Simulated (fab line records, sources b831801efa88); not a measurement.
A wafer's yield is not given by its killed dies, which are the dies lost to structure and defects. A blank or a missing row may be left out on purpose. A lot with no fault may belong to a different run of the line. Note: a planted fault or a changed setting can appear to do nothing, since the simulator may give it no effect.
fab line records	flow sky130
record: lots: 12	wafers: 36	lastDay: 51
route steps=708 shown METAL4@631 VIA4@650 METAL5@661 PAD_OPEN@708
lots that met no fault: taken from a fault-free run of the same line
startH: hours from the record's opening day to when the first of the lot's shown wafers began	waitH: hours since the lot's step before	" as in the row above	L1.1+2: one row covering several wafers at once	- no value present, or no start provided	* or withheld: withheld	< > ~ a bound
route shown NAME@n: NAME is a module with steps in the file, n the number in the route of the first one	usual: mean/standard deviation taken from wafers without a fault	same: alike in all rows	chamber/n: place in a boat	sites: readings site by site	_std_site: the values' standard deviation	_edge_site: the outer-site mean with the inner-site mean subtracted	radiusMm: for every site, how far away it sits from the centre of the wafer	mask NAME#n: copy n	behind: the tool/chamber that last shaped the wafer	hold: why the lot was held/for how many hours/how that ended	device: names the non-switching transistor (n, p or np)	end of line: tests of these same wafers at the route's end	a step with no rows: only its recipe	killed: at the first sort, the dies lost to defects and structure; wafer yield is something else	map: shows each die of a wafer: x if killed, . if not, _ if none is there
set.NAME: setting as actually run; set.NAME@STEP: the setting as run at that earlier step	model.NAME: the simulator's own value behind a step, which no gauge read
one table for each step of the route and one row for each wafer, over a sample of lots
services: a tool's chamber out of use, with start hour (startH, from the record's first day; less than 0 if before it), hours out, and reason
== steps ==
step: SKY_METAL4_DESCUM_15
recipe: chemistry: O2	sourcePowerW: 150	biasPowerW: 0	pressureMtorr: 10	tempC: 40	timeS: 8
usual: drypumpMotorCurrentA: 5.8/0.58	oesProductAu: 1.001/0.0066	rfFwdPowerW: 147.2/0.91
lot.wafer	tool	chamber	startH	waitH	drypumpMotorCurrentA	oesProductAu	rfFwdPowerW	rfHoursCounterH
L497.2	rieMetal-02	0	1003.87	0.0	5.7	0.998	146.3	12
L497.4	"	1	"	"	5.1	1.004	147.7	-
L497.5	"	1	"	"	5.1	0.996	147.8	-
L500.1	rieMetal-01	0	1025.90	0.0	6.7	1.002	148.1	15
L500.2	"	1	"	"	6.1	0.997	146.6	13
L500.6	"	0	"	"	6.6	1.000	148.3	-
L502.4	rieMetal-01	0	1034.48	0.0	6.7	0.991	148.1	-
L502.5	"	0	"	"	6.7	1.002	148.1	-
L502.6	"	1	"	"	6.1	0.989	147.2	-
L504.3	rieMetal-02	0	1052.33	0.0	5.8	1.008	146.8	-
L504.4	"	1	"	"	5.1	1.001	148.3	-
L504.6	"	1	"	"	5.1	0.999	148.2	-
L506.2	rieMetal-02	1	1063.70	0.0	5.1	0.992	148.4	11
L506.3	"	0	"	"	5.7	1.006	145.8	-
L506.4	"	1	"	"	5.1	0.989	148.8	-
L507.2	rieMetal-03	0	1070.25	0.0	4.8	1.003	147.6	23
L507.3	"	0	"	"	4.8	1.003	147.2	-
L507.6	"	0	"	"	4.8	1.012	148.0	-
L508.1	rieMetal-02	0	1076.17	0.0	5.8	0.991	146.5	16
L508.2	"	1	"	"	5.1	0.985	148.5	12
L508.3	"	1	"	"	5.1	0.995	147.5	-
L509.2	rieMetal-01	1	1076.82	0.0	6.1	0.992	145.8	17
L509.4	"	1	"	"	6.1	0.986	146.0	-
L509.6	"	1	"	"	6.1	0.995	146.1	-
L513.2	rieMetal-02	0	1110.67	0.0	5.8	1.002	146.3	18
L513.4	"	0	"	"	5.8	1.000	146.3	-
L513.5	"	1	"	"	5.1	0.999	148.6	-
L517.1	rieMetal-02	0	1127.17	0.0	5.7	1.005	145.6	20
L517.2	"	1	"	"	5.1	0.999	148.3	16
L517.3	"	0	"	"	5.7	1.008	146.3	-
L518.1	rieMetal-02	0	1134.32	0.0	5.8	1.006	146.5	20
L518.4	"	1	"	"	5.1	0.998	147.9	-
L518.6	"	1	"	"	5.1	0.995	148.6	-
L520.2	rieMetal-01	0	1138.80	0.0	6.7	0.999	148.4	24
L520.3	"	1	"	"	6.1	0.998	146.5	-
L520.6	"	0	"	"	6.7	0.997	148.5	-
step: SKY_VIA4_OVL_MEAS_11
usual: VIA4_OVL: -0.4/1.3
lot.wafer	tool	chamber	startH	waitH	VIA4_OVL[nm]
L497.2	overlay-02	-	1029.16	0.1	0.1
L497.4	"	-	"	"	-1.3
L497.5	"	-	"	"	-0.4
L500.1	overlay-01	-	1050.57	0.1	-1.4
L500.2	"	-	"	"	-1.7
L500.6	"	-	"	"	0.6
L502.4	overlay-01	-	1058.47	0.1	-0.4
L502.5	"	-	"	"	-0.3
L502.6	"	-	"	"	0.5
L504.3	overlay-01	-	1076.51	0.1	0.4
L504.4	"	-	"	"	-0.4
L504.6	"	-	"	"	-1.7
L506.2	overlay-02	-	1087.25	0.1	0.3
L506.3	"	-	"	"	-0.6
L506.4	"	-	"	"	-2.7
L507.2	overlay-02	-	1093.27	0.1	-1.5
L507.3	"	-	"	"	0.8
L507.6	"	-	"	"	0.2
L508.1	overlay-01	-	1099.05	0.1	0.5
L508.2	"	-	"	"	-0.2
L508.3	"	-	"	"	-0.8
L509.2	overlay-01	-	1099.67	0.1	-0.7
L509.4	"	-	"	"	0.7
L509.6	"	-	"	"	-1.7
L513.2	overlay-01	-	1132.37	0.1	-1.4
L513.4	"	-	"	"	-0.7
L513.5	"	-	"	"	-0.6
L517.1	overlay-02	-	1147.72	0.1	-2.4
L517.2	"	-	"	"	-0.8
L517.3	"	-	"	"	-2.3
L518.1	overlay-02	-	1155.02	0.1	-2.5
L518.4	"	-	"	"	-1.2
L518.6	"	-	"	"	-1.2
L520.2	overlay-02	-	1159.25	0.1	-2.8
L520.3	"	-	"	"	-0.4
L520.6	"	-	"	"	1.7
step: SKY_METAL5_SPUTTER_00
recipe: material: Ti	targetThkNm: 15	powerW: 3000	timeS: 10	chamberPressurePa: 0.4
usual: cathodeDcPowerW: 2999.9/0.6	throttleValvePct: 29.5/0.85
lot.wafer	tool	chamber	startH	waitH	cathodeDcPowerW	throttleValvePct
L497.2	pvdSputter-03	-	1030.55	0.1	3000.1	30.8
L497.4	"	-	"	"	3000.3	29.3
L497.5	"	-	"	"	3001.0	29.4
L500.1	pvdSputter-03	-	1052.02	0.2	3000.2	29.9
L500.2	"	-	"	"	3000.3	29.5
L500.6	"	-	"	"	2999.2	30.8
L502.4	pvdSputter-03	-	1059.89	0.1	3000.6	31.0
L502.5	"	-	"	"	2999.3	29.6
L502.6	"	-	"	"	2999.8	29.1
L504.3	pvdSputter-04	-	1077.94	0.1	3000.6	28.7
L504.4	"	-	"	"	2999.3	30.2
L504.6	"	-	"	"	3000.2	29.4
L506.2	pvdSputter-02	-	1088.71	0.1	2999.6	27.5
L506.3	"	-	"	"	3000.0	30.8
L506.4	"	-	"	"	2999.3	29.6
L507.2	pvdSputter-02	-	1094.66	0.2	3000.0	29.3
L507.3	"	-	"	"	3000.7	27.7
L507.6	"	-	"	"	3000.8	30.6
L508.1	pvdSputter-02	-	1100.54	0.2	3000.1	29.3
L508.2	"	-	"	"	3000.2	30.7
L508.3	"	-	"	"	2999.7	27.6
L509.2	pvdSputter-02	-	1101.41	0.1	2999.4	27.9
L509.4	"	-	"	"	3000.3	29.6
L509.6	"	-	"	"	2833.8	29.0
L513.2	pvdSputter-02	-	1134.19	0.1	2834.2	29.0
L513.4	"	-	"	"	2999.3	27.6
L513.5	"	-	"	"	2834.4	29.1
L517.1	pvdSputter-04	-	1150.00	0.1	3000.7	30.4
L517.2	"	-	"	"	2999.2	29.2
L517.3	"	-	"	"	3000.4	28.8
L518.1	pvdSputter-03	-	1156.50	0.2	2999.3	29.7
L518.4	"	-	"	"	3000.5	29.4
L518.6	"	-	"	"	2999.9	29.9
L520.2	pvdSputter-04	-	1160.64	0.1	3000.1	30.5
L520.3	"	-	"	"	2999.9	28.8
L520.6	"	-	"	"	3000.0	30.3
step: SKY_METAL5_METAL_ETCH_15
recipe: targetDepthA: 12600	stopOn: SiO2	overEtchFrac: 0.2	timeS: 252	chemistry: Cl2/BCl3	resistSidewallDeg: 86	pressureMtorr: 10	icpW: 900	biasW: 48.5	Cl2_flow_sccm: 60	bcl3FlowSccm: 30
usual: drypumpMotorCurrentA: 5.8/0.65	mfcCl2Sccm: 60.01/0.18	oesProductAu: 0.894/0.0051	rfFwdPowerW: 898.0/2.8	throttleValvePct: 22.265/0.0088
lot.wafer	tool	chamber	startH	waitH	drypumpMotorCurrentA	mfcCl2Sccm	oesProductAu	rfFwdPowerW	rfHoursCounterH	throttleValvePct
L497.2	rieMetal-04	1	1052.50	0.0	6.5	60.02	0.898	904.0	15	22.254
L497.4	"	1	"	"	6.4	60.03	0.893	902.0	-	22.261
L497.5	"	1	"	"	6.5	60.19	0.893	900.2	-	22.242
L500.1	rieMetal-02	0	1074.35	0.0	5.8	59.95	0.890	892.9	16	22.253
L500.2	"	1	"	"	5.1	59.91	0.887	900.1	12	22.254
L500.6	"	0	"	"	5.8	59.93	0.894	900.5	-	22.271
L502.4	rieMetal-02	1	1082.33	0.1	5.1	59.92	0.893	899.1	-	22.263
L502.5	"	0	"	"	5.8	59.95	0.894	898.4	-	22.259
L502.6	"	1	"	"	5.1	60.16	0.902	897.0	-	22.276
L504.3	rieMetal-04	0	1099.59	0.2	5.0	59.84	0.889	899.4	-	22.264
L504.4	"	0	"	"	5.0	59.95	0.886	898.5	-	22.260
L504.6	"	0	"	"	5.0	60.12	0.906	900.6	-	22.259
L506.2	rieMetal-01	1	1109.60	0.0	6.1	59.67	0.901	897.0	19	22.266
L506.3	"	1	"	"	6.1	59.76	0.901	895.3	-	22.264
L506.4	"	0	"	"	6.7	60.16	0.896	894.9	-	22.273
L507.2	rieMetal-04	1	1115.60	0.0	6.5	59.84	0.897	899.9	18	22.255
L507.3	"	1	"	"	6.5	60.28	0.894	892.1	-	22.266
L507.6	"	0	"	"	5.0	59.95	0.892	898.3	-	22.275
L508.1	rieMetal-01	0	1121.55	0.0	6.7	60.11	0.895	901.0	22	22.260
L508.2	"	1	"	"	6.1	60.09	0.898	896.0	20	22.258
L508.3	"	1	"	"	6.1	60.23	0.896	898.3	-	22.280
L509.2	rieMetal-02	1	1121.65	0.0	5.1	59.96	0.902	897.7	15	22.277
L509.4	"	1	"	"	5.1	60.11	0.894	898.5	-	22.265
L509.6	"	1	"	"	5.1	60.17	0.901	899.9	-	22.264
L513.2	rieMetal-04	1	1153.40	0.0	6.4	59.93	0.903	899.2	20	22.280
L513.4	"	1	"	"	6.4	60.06	0.888	898.7	-	22.266
L513.5	"	0	"	"	5.0	59.76	0.895	894.2	-	22.267
L517.1	rieMetal-01	1	1168.39	0.0	6.1	60.00	0.896	892.7	24	22.259
L517.2	"	0	"	"	6.7	60.09	0.894	896.6	26	22.256
L517.3	"	1	"	"	6.1	60.08	0.885	894.6	-	22.268
L518.1	rieMetal-01	0	1174.44	0.0	6.7	59.94	0.890	895.0	27	22.272
L518.4	"	0	"	"	6.7	59.75	0.899	897.8	-	22.259
L518.6	"	0	"	"	6.7	59.89	0.893	893.9	-	22.275
L520.2	rieMetal-02	0	1178.69	0.0	5.8	59.99	0.896	897.1	24	22.263
L520.3	"	0	"	"	5.8	59.76	0.893	896.3	-	22.260
L520.6	"	0	"	"	5.8	60.05	0.896	898.6	-	22.273
step: SKY_PAD_OPEN_PROBE_99
usual: defectLimitedYield: 82.8/2.1	killed_at_M0_to_M3: 43/7.3	killed_at_M4_up: 3.4/2.1	killedAtContacts: 24/5.9	killedAtFrontEnd: 14/4	killedAtOther: 0.3/0.54	killedDies: 85/10	killedOpen: 46/7.7	killedShort: 38/6	sort_bin_3_pad_short: 0.8/0.48	sort_bin_5_function: 10.2/1.7	sort_bin_6_memory: 6.2/1.1	sortNPass: 407/10	sortYieldPct: 82.8/2.1
same: grossDies: 492	killedAtBackSide: 0	sort_bin_4_leakage[%]: 0	sort_bin_8_speed[%]: 0
lot.wafer	tool	chamber	startH	waitH	defectLimitedYield[%]	killed_at_M0_to_M3	killed_at_M4_up	killedAtContacts	killedAtFrontEnd	killedAtOther	killedDies	killedOpen	killedShort	sort_bin_3_pad_short[%]	sort_bin_5_function[%]	sort_bin_6_memory[%]	sortNPass	sortYieldPct[%]
L502.4	prober-01	-	1128.37	0.2	84.1	41	8	18	11	0	78	51	27	0.4	8.3	7.1	414	84.1
L502.5	prober-01	-	1128.42	0.2	85.8	35	2	17	16	0	70	38	32	0.4	8.1	5.7	422	85.8
L502.6	prober-01	-	1128.47	0.2	82.7	51	4	22	8	0	85	51	34	0.6	8.9	7.7	407	82.7
L506.2	prober-01	-	1152.19	0.1	80.7	44	2	30	19	0	95	54	40	1.2	13.6	4.5	397	80.7
L506.3	prober-01	-	1152.24	0.2	83.1	35	2	30	16	0	83	43	39	0.6	9.3	6.9	409	83.1
L506.4	prober-01	-	1152.29	0.2	83.9	37	1	27	14	0	79	39	40	0.6	9.1	6.3	413	83.9
L508.1	prober-01	-	1164.12	0.1	83.3	43	0	22	17	0	82	47	35	1.0	10.0	5.7	410	83.3
L508.2	prober-01	-	1164.17	0.1	82.7	43	4	17	19	2	85	46	37	0.8	9.8	6.7	407	82.7
L508.3	prober-01	-	1164.22	0.2	87.4	29	4	18	11	0	62	38	24	0.2	7.1	5.3	430	87.4
L509.2	prober-02	-	1164.52	0.1	82.5	29	3	29	25	0	86	55	31	0.4	11.8	5.3	406	82.5
L509.4	prober-02	-	1164.62	0.2	82.9	45	2	25	12	0	84	46	38	1.0	8.7	7.3	408	82.9
L509.6	prober-02	-	1164.72	0.2	83.3	29	1	37	15	0	82	46	36	0.6	12.2	3.9	410	83.3
L517.1	prober-02	-	1206.04	0.1	86.0	33	1	21	14	0	69	34	35	0.8	9.1	4.1	423	86.0
L517.2	prober-02	-	1206.09	0.1	81.3	48	2	26	16	0	92	40	50	0.6	12.4	5.7	400	81.3
L517.3	prober-02	-	1206.14	0.2	82.7	50	7	20	7	1	85	46	37	1.6	11.0	4.7	407	82.7
killed by level:class
L502.4 VIA1:geometricParticle:open=12 VIA3:geometricParticle:open=10 LI_CONTACT:geometricParticle:open=9 METAL4:geometricParticle:short=6 METAL2:geometricParticle:short=5 FIELD_ISO:geometricParticle:open=4 FIELD_ISO:geometricParticle:short=3 POLY_GATE:geometricParticle:open=3
L502.5 VIA3:geometricParticle:open=7 VIA2:geometricParticle:open=7 FIELD_ISO:geometricParticle:open=6 CONTACT:geometricParticle:open=5 VIA1:geometricParticle:short=5 POLY_GATE:geometricParticle:short=4 LI_CONTACT:geometricParticle:open=4 LI_CONTACT:geometricParticle:short=3
L502.6 VIA1:geometricParticle:open=13 CONTACT:geometricParticle:open=8 VIA3:geometricParticle:open=7 VIA2:geometricParticle:open=6 METAL2:geometricParticle:short=6 VIA3:geometricParticle:short=6 CONTACT:geometricParticle:short=5 METAL1:geometricParticle:open=4
L506.2 CONTACT:geometricParticle:open=11 VIA1:geometricParticle:open=9 LI_CONTACT:geometricParticle:open=8 POLY_GATE:geometricParticle:open=7 VIA2:geometricParticle:open=7 METAL2:geometricParticle:short=6 LOCAL_INTERCONNECT:geometricParticle:short=5 VIA3:geometricParticle:open=5
L506.3 CONTACT:geometricParticle:open=12 VIA1:geometricParticle:open=8 LI_CONTACT:geometricParticle:open=6 CONTACT:geometricParticle:short=6 METAL1:geometricParticle:short=6 FIELD_ISO:geometricParticle:short=5 VIA2:geometricParticle:open=5 METAL2:geometricParticle:short=4
L506.4 VIA1:geometricParticle:open=8 LI_CONTACT:geometricParticle:open=7 LOCAL_INTERCONNECT:geometricParticle:short=7 CONTACT:geometricParticle:open=6 VIA1:geometricParticle:short=6 VIA2:geometricParticle:open=5 METAL2:geometricParticle:short=5 FIELD_ISO:geometricParticle:short=4
L508.1 VIA1:geometricParticle:open=12 LI_CONTACT:geometricParticle:open=7 CONTACT:geometricParticle:open=7 VIA1:geometricParticle:short=6 POLY_GATE:geometricParticle:open=5 METAL1:geometricParticle:short=5 FIELD_ISO:geometricParticle:short=4 LOCAL_INTERCONNECT:geometricParticle:short=4
L508.2 VIA1:geometricParticle:open=9 POLY_GATE:geometricParticle:short=7 VIA2:geometricParticle:open=7 FIELD_ISO:geometricParticle:open=6 LI_CONTACT:geometricParticle:open=6 VIA3:geometricParticle:open=6 LOCAL_INTERCONNECT:geometricParticle:short=5 METAL2:geometricParticle:short=5
L508.3 CONTACT:geometricParticle:open=9 VIA2:geometricParticle:open=9 LI_CONTACT:geometricParticle:open=5 POLY_GATE:geometricParticle:open=4 VIA1:geometricParticle:short=4 VIA1:geometricParticle:open=4 VIA3:geometricParticle:open=4 METAL4:geometricParticle:short=4
L509.2 LI_CONTACT:geometricParticle:open=15 POLY_GATE:geometricParticle:open=11 VIA3:geometricParticle:open=8 POLY_GATE:geometricParticle:short=6 VIA1:geometricParticle:open=5 VIA2:geometricParticle:open=5 CONTACT:geometricParticle:open=4 FIELD_ISO:geometricParticle:short=3
L509.4 VIA1:geometricParticle:open=9 CONTACT:geometricParticle:open=9 METAL1:geometricParticle:short=7 METAL2:geometricParticle:short=7 LI_CONTACT:geometricParticle:open=6 CONTACT:geometricParticle:short=6 VIA2:geometricParticle:open=5 POLY_GATE:geometricParticle:short=3
L509.6 CONTACT:geometricParticle:open=17 LI_CONTACT:geometricParticle:open=8 FIELD_ISO:geometricParticle:short=7 VIA2:geometricParticle:open=7 VIA1:geometricParticle:open=5 METAL2:geometricParticle:short=5 POLY_GATE:geometricParticle:short=4 LI_CONTACT:geometricParticle:short=4
L517.1 CONTACT:geometricParticle:open=9 LOCAL_INTERCONNECT:geometricParticle:short=5 METAL1:geometricParticle:short=5 VIA1:geometricParticle:open=5 METAL2:geometricParticle:short=4 LI_CONTACT:geometricParticle:open=4 VIA1:geometricParticle:short=4 FIELD_ISO:geometricParticle:short=3
L517.2 VIA1:geometricParticle:open=9 VIA1:geometricParticle:short=9 VIA2:geometricParticle:short=8 LI_CONTACT:geometricParticle:open=7 LI_CONTACT:geometricParticle:short=7 LOCAL_INTERCONNECT:geometricParticle:short=6 VIA2:geometricParticle:open=6 VIA3:geometricParticle:open=5
L517.3 VIA1:geometricParticle:open=12 VIA2:geometricParticle:open=9 VIA3:geometricParticle:open=8 LOCAL_INTERCONNECT:geometricParticle:short=7 METAL3:geometricParticle:short=6 CONTACT:geometricParticle:open=5 METAL4:geometricParticle:short=5 LI_CONTACT:geometricParticle:short=4
== services ==
tool	chamber	startH	hours	kind
pvdSputter-02	-	1010.82	1.4	repair
rieMetal-03	-	1018.82	2.4	repair
pvdSputter-04	-	1025.43	6.6	repair
pvdSputter-04	-	1034.96	6.0	repair
rieMetal-03	-	1035.84	0.3	repair
rieMetal-03	0	1078.85	-	clean
rieMetal-03	0	1078.85	19.0	scheduledDown
rieMetal-03	0	1078.85	19.0	ventCycle
rieMetal-04	1	1084.76	22.3	repair
pvdSputter-02	-	1104.95	2.0	repair
rieMetal-01	-	1130.64	2.8	pm
pvdSputter-04	-	1141.55	4.1	repair
== key ==
firstSign: step: SKY_METAL5_SPUTTER_00	reading: cathodeDcPowerW	direction: down	sigmas: 99+	usual: 2999.9	struck: 2834.1
effect none on later readings
metAt SKY_METAL5_SPUTTER_00
struckLots L509,L513
struckWafers L509.6,L513.2,L513.5
notActingAt SKY_METAL4_DESCUM_15,SKY_VIA4_OVL_MEAS_11,SKY_METAL5_METAL_ETCH_15
onsetBetween 1100.54 1101.41
fault: kind: processParameterDrift	tool: pvdSputter-02	chamber: -	onsetH: 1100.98	steps: SKY_METAL5_SPUTTER_00	channel: powerW	offset: *	shape: step	endH: 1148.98	actsIn: *	stated: *	scope: struckWafersOnly
